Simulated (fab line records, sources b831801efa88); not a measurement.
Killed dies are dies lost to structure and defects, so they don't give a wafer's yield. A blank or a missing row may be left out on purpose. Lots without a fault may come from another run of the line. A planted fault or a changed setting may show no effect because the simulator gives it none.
One fault seen from 2 desks | flow gf180mcu | each desk has only its own numbers; what lay behind them comes last

THE TOOL OWNER'S DESK: implanter-04
The tool's own readings at GF_NWELL_IMPLANT_09: means of the sampled wafers that have a number, for each lot that ran on this tool. A lot is out of limits, marked OUT, if its mean lies more than 4 standard deviations from the usual mean; the brackets give that distance.
Columns: A = dose_ions_cm2 at GF_NWELL_IMPLANT_09, usual 4e+12; B = faraday_current_uA at GF_NWELL_IMPLANT_09, usual 22.6
lot  | first seen here | A                       | B
L706 | day 3 20:08     | 4e+12                   | 22.5
L708 | day 4 06:41     | 4e+12                   | 23.1
L711 | day 4 22:04     | 4e+12                   | 22.7
L715 | day 5 20:58     | 3e+13 (+99 or more) OUT | 147.6 (+99 or more) OUT
L716 | day 6 02:05     | 3e+13 (+99 or more) OUT | 144.7 (+99 or more) OUT
This desk's finding: out of limits on L715, L716; first on L715, day 5 20:58 (dose_ions_cm2 at GF_NWELL_IMPLANT_09). In limits: L706, L708, L711.

THE METROLOGY DESK
What the gauges read, lot by lot, whatever tool the lot ran on: means of the sampled wafers that have a number. A lot is out of limits, marked OUT, if its mean lies more than 4 standard deviations from the usual mean; the brackets give that distance.
Columns: A = NWELL_TW at GF_NWELL_TW_MEAS_11, usual 1599; B = NWELL_RS at GF_VT_IMPLANT_RS_MEAS_47, usual 487.8 ohm/sq; C = V1_CVD_02_THK at GF_V1_THK_MEAS_03, usual 847 nm
lot  | first seen here | A              | B                       | C
L704 | day 3 07:59     | 1607           | 487.9                   | 857
L705 | day 3 15:31     | 1612           | 489.4                   | 846
L706 | day 3 20:23     | 1619           | 486.7                   | 861
L708 | day 4 06:56     | 1616           | 487.8                   | 831
L711 | day 4 22:19     | 1595           | 488.5                   | 847
L712 | day 5 05:04     | 1603           | 489.3                   | 847
L713 | day 5 10:07     | 1606           | 487.2                   | 838
L715 | day 5 21:13     | 1932 (+22) OUT | 312.1 (-99 or more) OUT | 845
L716 | day 6 02:17     | 1921 (+21) OUT | 311.5 (-99 or more) OUT | 845
L724 | day 7 20:55     | 1601           | 488.8                   | 846
L725 | day 8 03:07     | 1596           | 487.8                   | 850
L726 | day 8 08:43     | 1602           | 487.4                   | 847
This desk's finding: out of limits on L715, L716; first on L715, day 5 21:13 (NWELL_TW at GF_NWELL_TW_MEAS_11). In limits: L704, L705, L706, L708, L711, L712, L713, L724, L725, L726.

PUT TOGETHER
The tool owner's desk could have raised an alarm at day 5 20:58, on L715, L716.
The metrology desk could have raised an alarm at day 5 21:13, on L715, L716.
Of the lots named, all ran GF_NWELL_IMPLANT_09 on implanter-04.

WHAT THE SIMULATOR HAD PUT IN
Process parameter drift: implanter-04, from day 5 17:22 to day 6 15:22, at GF_NWELL_IMPLANT_09. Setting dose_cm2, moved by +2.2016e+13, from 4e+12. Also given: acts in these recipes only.
Lots struck among those shown: L715, L716.
Hours from the fault's start to each desk's first reading out of limits: the tool owner's desk, 4; the metrology desk, 4.
